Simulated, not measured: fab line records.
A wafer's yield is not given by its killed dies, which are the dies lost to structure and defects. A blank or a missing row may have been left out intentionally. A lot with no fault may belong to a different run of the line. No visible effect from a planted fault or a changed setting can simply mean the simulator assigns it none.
fab line records	flow sky130
record: lots: 6	wafers: 18	last-day: 50
route steps=708 shown SPACER@306 POLY_CUT@307 PAD_OPEN@708
lots that met no fault: taken from a fault-free run of the same line
start-h: hours from the record's opening day to when the first of the lot's shown wafers began	wait-h: time in hours since the lot's previous step	" same as the row above	L1.1+2: several wafers, shown together as one row	- no value present, or no start provided	* or withheld: withheld	< > ~ a bound
route shown NAME@n: names a module that has steps shown in the file, with the first one's number in the route	usual: mean/standard deviation taken from wafers without a fault	same: alike in all rows	chamber/n: place in a boat	sites: the reading at each site	_std_site: standard deviation across them	_edge_site: mean of outer sites minus mean of inner sites	radius-mm: for every site, how far away it sits from the centre of the wafer	mask NAME#n: copy n	behind: the tool/chamber that last shaped the wafer	hold: what put the lot on hold/how long, in hours/how the hold closed	device: the transistor (n, p or np) that didn't switch	end of line: at the end of the route, the tests of the same wafers	a step without rows: its recipe alone	killed: at the first sort, the dies lost to defects and structure; wafer yield is something else	map: shows each die of a wafer: x if killed, . if not, _ if none is there
set.NAME: the run value of the setting; set.NAME@STEP: its run value at that earlier step	model.NAME: the simulator's own value behind a step, which no gauge read
lots at selected steps of the route; one table per step, one row per wafer
services: from which hour (start-h, from the record's first day; less than 0 if before it) a tool's chamber was out of use, for how many hours, and why
== steps ==
step: SKY_SPACER_ETCHBACK_02
recipe: chemistry: CH3F/O2	target: Si3N4	stop-on: SiO2	source-w: 400	bias-w: 80	pressure-mtorr: 25	ch3f-flow-sccm: 40	O2_flow_sccm: 30	time-s: 46.7	target-depth-a: 450
usual: drypump-motor-current-A: 5.8/0.45	oes-product-au: 0.852/0.006	throttle-valve-pct: 10.564/0.0098
lot.wafer	tool	chamber	start-h	wait-h	drypump-motor-current-A	oes-product-au	rf-hours-counter-h	throttle-valve-pct
L837.1	rie-diel-02	0	514.26	0.1	6.4	0.851	11	10.562
L837.4	"	3	"	"	6.5	0.852	-	10.562
L837.6	"	0	"	"	6.3	0.850	-	10.555
L840.1	rie-diel-02	0	565.74	0.1	6.3	0.855	12	10.578
L840.2	"	1	"	"	6.0	0.855	1	10.573
L840.4	"	2	"	"	5.9	0.856	24	10.561
L841.1	rie-diel-02	0	572.49	0.1	6.3	0.848	12	10.569
L841.4	"	1	"	"	6.0	0.847	1	10.560
L841.6	"	1	"	"	6.1	0.853	-	10.590
L842.2	rie-diel-02	3	591.76	0.0	6.5	0.870	10	10.564
L842.4	"	0	"	"	6.3	0.858	12	10.571
L842.6	"	3	"	"	6.5	0.859	-	10.552
L852.1	rie-diel-03	3	656.89	0.1	6.0	0.853	40	10.574
L852.5	"	0	"	"	5.0	0.852	-	10.548
L852.6	"	1	"	"	6.2	0.844	-	10.566
L858.2	rie-diel-04	2	705.74	0.0	5.4	0.849	8	10.571
L858.5	"	2	"	"	5.4	0.849	-	10.579
L858.6	"	1	"	"	5.2	0.856	-	10.581
step: SKY_POLY_CUT_DEHYDRATE_00
recipe: temp-c: 200	time-s: 60
step: SKY_POLY_CUT_HMDS_01
recipe: prime-time-s: 60	prime-temp-c: 120
step: SKY_POLY_CUT_COAT_02
recipe: resist: BARC	temp-c: withheld	time-s: withheld	spin-rpm: 3000	resist-thk-nm: 60
step: SKY_POLY_CUT_COAT_03
recipe: resist: KrF-thick	spin-rpm: 3000	resist-thk-nm: 450
step: SKY_POLY_CUT_SOFTBAKE_04
recipe: temp-c: 100	time-s: 90	resist: KrF-thick
step: SKY_POLY_CUT_EXPOSE_05
recipe: mask-id: NPCM	na: 0.8	source-shape: annular	sigma-inner: 0.55	sigma-outer: 0.85	target-cd-nm: 270	dose-mj: 32
step: SKY_POLY_CUT_PEB_06
recipe: peb-temp-c: withheld	peb-time-s: withheld	resist: KrF-thick
step: SKY_POLY_CUT_DEVELOP_07
recipe: develop-time-s: 60	resist: KrF-thick	dev-temp-c: 21
step: SKY_POLY_CUT_CD_MEAS_08
recipe: target-cd-nm: 270
usual: cd-nm: 270.2/1.4
lot.wafer	tool	chamber	start-h	wait-h	cd-nm
L837.1	cd-sem-01	-	545.07	-	271.1
L837.4	"	-	"	"	269.8
L837.6	"	-	"	"	270.5
L840.1	cd-sem-02	-	594.76	-	270.9
L840.2	"	-	"	"	271.5
L840.4	"	-	"	"	269.8
L841.1	cd-sem-01	-	600.98	-	270.5
L841.4	"	-	"	"	269.0
L841.6	"	-	"	"	270.9
L842.2	cd-sem-01	-	621.32	-	271.3
L842.4	"	-	"	"	272.4
L842.6	"	-	"	"	272.5
L852.1	cd-sem-01	-	685.41	-	267.3
L852.5	"	-	"	"	267.9
L852.6	"	-	"	"	267.8
L858.2	cd-sem-02	-	732.48	-	270.1
L858.5	"	-	"	"	271.8
L858.6	"	-	"	"	270.9
step: SKY_POLY_CUT_OVL_MEAS_09
usual: POLY_CUT_OVL: 1/5.3
lot.wafer	tool	chamber	start-h	wait-h	POLY_CUT_OVL[nm]
L837.1	overlay-01	-	545.19	0.1	10
L837.4	"	-	"	"	5
L837.6	"	-	"	"	-3
L840.1	overlay-01	-	594.88	0.1	0
L840.2	"	-	"	"	6
L840.4	"	-	"	"	3
L841.1	overlay-02	-	601.10	0.1	5
L841.4	"	-	"	"	1
L841.6	"	-	"	"	3
L842.2	overlay-01	-	621.42	0.1	-3
L842.4	"	-	"	"	-14
L842.6	"	-	"	"	-5
L852.1	overlay-02	-	685.53	0.1	-2
L852.5	"	-	"	"	-1
L852.6	"	-	"	"	5
L858.2	overlay-01	-	732.58	0.1	2
L858.5	"	-	"	"	3
L858.6	"	-	"	"	-2
step: SKY_POLY_CUT_ETCH_10
recipe: chemistry: N2/H2	target: BARC	ion-energy-ev: 200	source-w: 500	bias-w: 100	pressure-mtorr: 30	n2-flow-sccm: 100	h2-flow-sccm: 200	stop-on: SiO2	time-s: 45.9	target-depth-a: 600
usual: drypump-motor-current-A: 5.9/0.37	oes-product-au: 0.855/0.0047	run-length-s: 74.1/0.38	throttle-valve-pct: 13.225/0.0087
lot.wafer	tool	chamber	start-h	wait-h	drypump-motor-current-A	oes-product-au	rf-hours-counter-h	run-length-s	throttle-valve-pct
L837.1	rie-diel-01	0	545.23	0.0	5.9	0.859	20	75.3	13.217
L837.4	"	1	"	"	6.0	0.854	6	74.6	13.231
L837.6	"	1	"	"	6.0	0.857	-	74.6	13.225
L840.1	rie-diel-02	3	594.91	0.0	6.5	0.851	10	73.7	13.232
L840.2	"	0	"	"	6.3	0.855	12	74.5	13.210
L840.4	"	2	"	"	5.9	0.856	25	74.5	13.231
L841.1	rie-diel-02	0	601.14	0.0	6.4	0.853	12	74.6	13.216
L841.4	"	3	"	"	6.5	0.849	10	74.2	13.242
L841.6	"	1	"	"	6.1	0.856	-	73.8	13.239
L842.2	rie-diel-02	2	621.45	0.0	5.9	0.850	25	74.0	13.216
L842.4	"	2	"	"	5.9	0.850	-	73.9	13.215
L842.6	"	0	"	"	6.3	0.853	-	74.6	13.215
L852.1	rie-diel-01	1	685.56	0.0	6.0	0.853	9	74.7	13.226
L852.5	"	3	"	"	6.5	0.854	-	73.7	13.229
L852.6	"	0	"	"	5.8	0.856	-	74.6	13.225
L858.2	rie-diel-01	3	732.61	0.0	6.4	0.854	12	73.5	13.225
L858.5	"	2	"	"	5.6	0.853	-	73.9	13.219
L858.6	"	1	"	"	6.0	0.858	-	74.5	13.221
step: SKY_POLY_CUT_ETCH_11
recipe: target: Si3N4	chemistry: CF4/CH2F2/Ar	stop-on: poly-Si	source-w: 600	bias-w: 150	pressure-mtorr: 40	cf4-flow-sccm: 40	ch2f2-flow-sccm: 20	Ar_flow_sccm: 150	time-s: 42.5	target-depth-a: 600
usual: cf4-flow-sccm: 40.00/0.12	drypump-motor-current-A: 5.9/0.37	oes-product-au: 0.828/0.0061	run-length-s: 70.7/0.4	throttle-valve-pct: 14.995/0.0094
lot.wafer	tool	chamber	start-h	wait-h	cf4-flow-sccm	drypump-motor-current-A	oes-product-au	rf-hours-counter-h	run-length-s	throttle-valve-pct	model.poly-Si_of_POLY_GATE_CVD_00.thk-nm	model.POLY_CUT.feature-depth-nm
L837.1	rie-diel-01	0	545.27	0.0	40.05	5.8	0.836	20	71.2	14.994	179	62.08
L837.4	"	1	"	"	39.81	6.0	0.840	6	71.5	15.015	180.2	62.76
L837.6	"	1	"	"	39.91	6.0	0.832	-	71.5	15.003	180.4	62.32
L840.1	rie-diel-02	3	594.96	0.0	40.04	6.5	0.813	10	70.3	14.993	179.3	61.2
L840.2	"	0	"	"	39.96	6.3	0.831	12	71.3	14.981	178.3	61.64
L840.4	"	2	"	"	40.13	5.9	0.817	25	71.0	14.994	180.2	60.93
L841.1	rie-diel-02	0	601.18	0.0	40.04	6.3	0.761	12	79.1	14.993	176.6	65.25
L841.4	"	3	"	"	40.09	6.5	0.760	10	78.5	14.982	178.6	65.29
L841.6	"	1	"	"	40.12	6.0	0.765	-	78.7	14.986	177.1	65.59
L842.2	rie-diel-02	2	621.50	0.0	40.14	5.9	0.747	25	79.0	14.998	177.2	64.63
L842.4	"	2	"	"	40.00	5.9	0.751	-	78.9	14.983	178.9	64.34
L842.6	"	0	"	"	40.16	6.3	0.754	-	79.6	14.977	177.2	64.42
L852.1	rie-diel-01	1	685.61	0.0	40.07	6.0	0.829	9	71.5	15.006	180.7	60.84
L852.5	"	3	"	"	39.89	6.4	0.829	-	70.2	14.979	181.3	61.1
L852.6	"	0	"	"	39.99	5.8	0.832	-	71.1	14.989	181.4	61.29
L858.2	rie-diel-01	3	732.66	0.0	40.25	6.4	0.829	12	70.2	14.985	178.1	61.68
L858.5	"	2	"	"	40.08	5.6	0.823	-	70.6	15.005	177.7	61.5
L858.6	"	1	"	"	39.72	6.0	0.833	-	71.3	14.993	177.1	61.63
step: SKY_POLY_CUT_STRIP_12
recipe: chemistry: O2/N2	power-w: 1400	pressure-mtorr: 1500	platen-temp-c: withheld	o2-flow-sccm: 3000	n2-flow-sccm: 300	overash-fraction: 0.5
usual: drypump-motor-current-A: 5.6/0.53	o2-flow-sccm: 3000/8.8	oes-product-au: 0.453/0.0049	strip-time-to-endpoint-s: 5.363/0.019
lot.wafer	tool	chamber	start-h	wait-h	drypump-motor-current-A	o2-flow-sccm	oes-product-au	rf-hours-counter-h	strip-time-to-endpoint-s
L837.1	plasma-asher-01	0	545.31	0.0	5.1	3004	0.464	68	5.319
L837.4	"	1	"	"	6.3	2993	0.451	-	5.360
L837.6	"	0	"	"	5.1	2996	0.449	-	5.342
L840.1	plasma-asher-02	1	595.00	0.0	5.8	3005	0.450	90	5.343
L840.2	"	0	"	"	6.0	2998	0.459	90	5.336
L840.4	"	1	"	"	5.8	3014	0.452	-	5.337
L841.1	plasma-asher-03	0	601.22	0.0	4.8	2997	0.449	16	5.367
L841.4	"	1	"	"	5.8	2990	0.447	-	5.353
L841.6	"	0	"	"	4.8	3008	0.460	-	5.344
L842.2	plasma-asher-03	0	621.54	0.0	4.9	2990	0.452	18	5.378
L842.4	"	0	"	"	4.9	2998	0.459	-	5.359
L842.6	"	0	"	"	4.8	2995	0.456	-	5.355
L852.1	plasma-asher-01	0	685.65	0.0	5.2	3005	0.457	82	5.370
L852.5	"	0	"	"	5.2	3015	0.455	-	5.348
L852.6	"	1	"	"	6.3	3006	0.456	-	5.375
L858.2	plasma-asher-01	1	732.70	0.0	6.3	2998	0.459	87	5.385
L858.5	"	0	"	"	5.1	2991	0.457	-	5.399
L858.6	"	1	"	"	6.3	3007	0.445	-	5.375
step: SKY_PAD_OPEN_PROBE_99
usual: killed_at_M0_to_M3: 44/7.5	killed_at_M4_up: 2.9/1.8	killed-at-contacts: 24/5.1	killed-at-front-end: 16/4.7	killed-at-other: 0.3/0.46	killed-dies: 87/9.9	killed-open: 47/8	killed-short: 39/6.3
same: gross-dies: 492	killed-at-back-side: 0
lot.wafer	tool	chamber	start-h	wait-h	killed_at_M0_to_M3	killed_at_M4_up	killed-at-contacts	killed-at-front-end	killed-at-other	killed-dies	killed-open	killed-short
L840.1	prober-02	-	1102.35	0.1	52	1	22	22	0	97	60	37
L840.2	prober-02	-	1102.40	0.1	41	4	29	10	0	84	46	38
L840.4	prober-02	-	1102.50	0.2	34	5	19	12	0	70	38	32
killed by level:class
L840.1 CONTACT:geometric-particle:open=12 VIA1:geometric-particle:open=12 VIA2:geometric-particle:open=11 FIELD_ISO:geometric-particle:open=8 VIA1:geometric-particle:short=8 FIELD_ISO:geometric-particle:short=5 LI_CONTACT:geometric-particle:open=4 LOCAL_INTERCONNECT:geometric-particle:short=4
L840.2 LI_CONTACT:geometric-particle:open=13 VIA1:geometric-particle:open=9 CONTACT:geometric-particle:open=7 METAL1:geometric-particle:short=6 VIA2:geometric-particle:open=6 FIELD_ISO:geometric-particle:short=5 LI_CONTACT:geometric-particle:short=5 METAL2:geometric-particle:short=5
L840.4 LI_CONTACT:geometric-particle:open=8 VIA2:geometric-particle:open=8 METAL1:geometric-particle:short=6 CONTACT:geometric-particle:open=5 VIA3:geometric-particle:open=5 METAL4:geometric-particle:short=5 FIELD_ISO:geometric-particle:open=3 POLY_GATE:geometric-particle:short=3
== services ==
tool	chamber	start-h	hours	kind
rie-diel-03	1	492.29	4.8	repair
rie-diel-03	2	499.18	10.0	repair
rie-diel-01	2	502.95	9.5	repair
rie-diel-04	3	503.87	4.4	repair
rie-diel-02	1	513.22	-	clean
rie-diel-02	1	513.22	28.1	scheduled-down
rie-diel-02	1	513.22	28.1	vent-cycle
rie-diel-02	-	517.96	1.1	repair
rie-diel-03	0	527.25	10.3	repair
rie-diel-02	-	537.42	2.8	pm
rie-diel-04	1	583.34	15.1	repair
plasma-asher-02	-	586.94	1.7	repair
rie-diel-03	-	595.10	2.8	pm
rie-diel-04	1	598.41	-	clean
rie-diel-04	1	598.41	24.9	scheduled-down
rie-diel-04	1	598.41	24.9	vent-cycle
rie-diel-03	2	602.86	2.9	repair
rie-diel-02	3	621.12	15.6	repair
rie-diel-02	-	623.74	0.2	repair
rie-diel-03	0	698.99	3.4	repair
rie-diel-03	1	700.62	23.7	repair
plasma-asher-02	-	715.90	0.7	repair
== key ==
first-sign: step: SKY_POLY_CUT_ETCH_11	reading: run-length-s	direction: up	sigmas: 20	usual: *	struck: *
effect: step: SKY_POLY_CUT_ETCH_11	reading: oes-product-au	direction: down	sigmas: 12	usual: 0.828	struck: 0.756
model-effect: step: SKY_POLY_CUT_ETCH_11	value: poly-Si_of_POLY_GATE_CVD_00.thk-nm	without: 180.3	struck: 177.6
met-at SKY_POLY_CUT_ETCH_11
struck-wafers L841.1,L841.4,L841.6,L842.2,L842.4,L842.6
tester-left-out L841,L842
onset-between 594.96 601.18
fault: kind: process-parameter-drift	tool: rie-diel-02	chamber: -	onset-h: 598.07	steps: SKY_POLY_CUT_ETCH_11	channel: time-s	offset: *	shape: step	end-h: 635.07	acts-in: *	stated: *
tester-left-out: of these lots the tester's yield and bins aren't shown, on N5 and GAA mostly nor the transistor test; their killed dies are dies lost to structure and defects alone, not to doping, threshold or leakage, so they don't give the yield
